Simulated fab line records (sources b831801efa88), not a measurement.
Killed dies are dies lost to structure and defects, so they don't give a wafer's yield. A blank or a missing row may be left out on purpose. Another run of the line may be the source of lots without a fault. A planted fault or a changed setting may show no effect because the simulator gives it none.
A lot that was struck, set against a sound lot ; flow gf180mcu ; 14 out of 602 route steps
Sound: these wafers, L489.2, L489.4, L489.6. Wafers L491.1, L491.3, L491.5 were the ones struck. The cause is given at the end.
Order at every step that has rows: each side's tool, ch and its chambers, its first start. Under that, the readings that differ: sound wafers ; struck wafers ; difference of the means ; sigmas: that difference in standard deviations of wafers without a fault.
alike: readings with means less than 2 such deviations apart, plus words and numbers identical on both sides. not compared: withheld readings, readings lacking a value on some wafer, bounds such as >300 that could conceal the same value, and numbers that have no deviation in the record and whose values overlap.
The two part at a step that has a row with sigmas, a row that says differs or no value, or rows on one side only. Numbers that don't overlap but have no deviation are shown without sigmas and don't part them. A reading missing from all wafers of one side parts the sides only when that side holds two or more wafers.

first, 8 steps without rows for these wafers: GF_V5_DEHYDRATE_06 (time 60 s); GF_V5_HMDS_07 (prime time 60 s); GF_V5_COAT_08; GF_V5_COAT_09 (resist thk 1000 nm); GF_V5_SOFTBAKE_10 (time 60 s); GF_V5_EXPOSE_11 (exposes mask Via5, target cd 260 nm); GF_V5_PEB_12 (peb time 90 s); GF_V5_DEVELOP_13 (develop time 60 s).
GF_V5_CD_MEAS_14 targets a cd of 260 nm.
  sound on cd-sem-01 at day 31 06:37; struck on cd-sem-01 at day 31 15:55
  alike: cd-nm
GF_V5_OVL_MEAS_15:
  sound on overlay-02 at day 31 06:44; struck on overlay-02 at day 31 16:02
  alike: V5_OVL
GF_V5_ETCH_16: etches BARC in N2/H2.
  sound on rie-diel-02 ch 1,2, day 31 06:46; struck on rie-diel-02 ch 1,2,3, day 31 16:04
  alike: drypump-motor-current-A, oes-product-au, throttle-valve-pct
GF_V5_ETCH_17: etches SiO2 in C4F8/O2/Ar, stops on TiN, target depth 855 nm.
  sound on rie-diel-02 ch 1,2; struck on rie-diel-02 ch 1,2,3
  alike: oes-product-au
GF_V5_STRIP_18: strips in O2/N2.
  sound on plasma-asher-01 ch 0,1, day 31 06:55; struck on plasma-asher-04 ch 0,1, day 31 16:13
  no value came back on the struck wafers for chamber-pressure-mTorr (mTorr), drypump-motor-current-A (A), heater-power-w (W), oes-product-au (a.u.); on the sound wafers chamber-pressure-mTorr (mTorr) reads 1498.2 1501.3 1500.6
  not compared: rf-hours-counter-h
then, 1 step without rows for these wafers: GF_V5_STRIP_19 (strips in post etch residue remover, time 1200 s).

== WHERE THEY PART ==
Only at GF_V5_STRIP_18, as far as this record shows.

WHY: whatever the simulator had introduced
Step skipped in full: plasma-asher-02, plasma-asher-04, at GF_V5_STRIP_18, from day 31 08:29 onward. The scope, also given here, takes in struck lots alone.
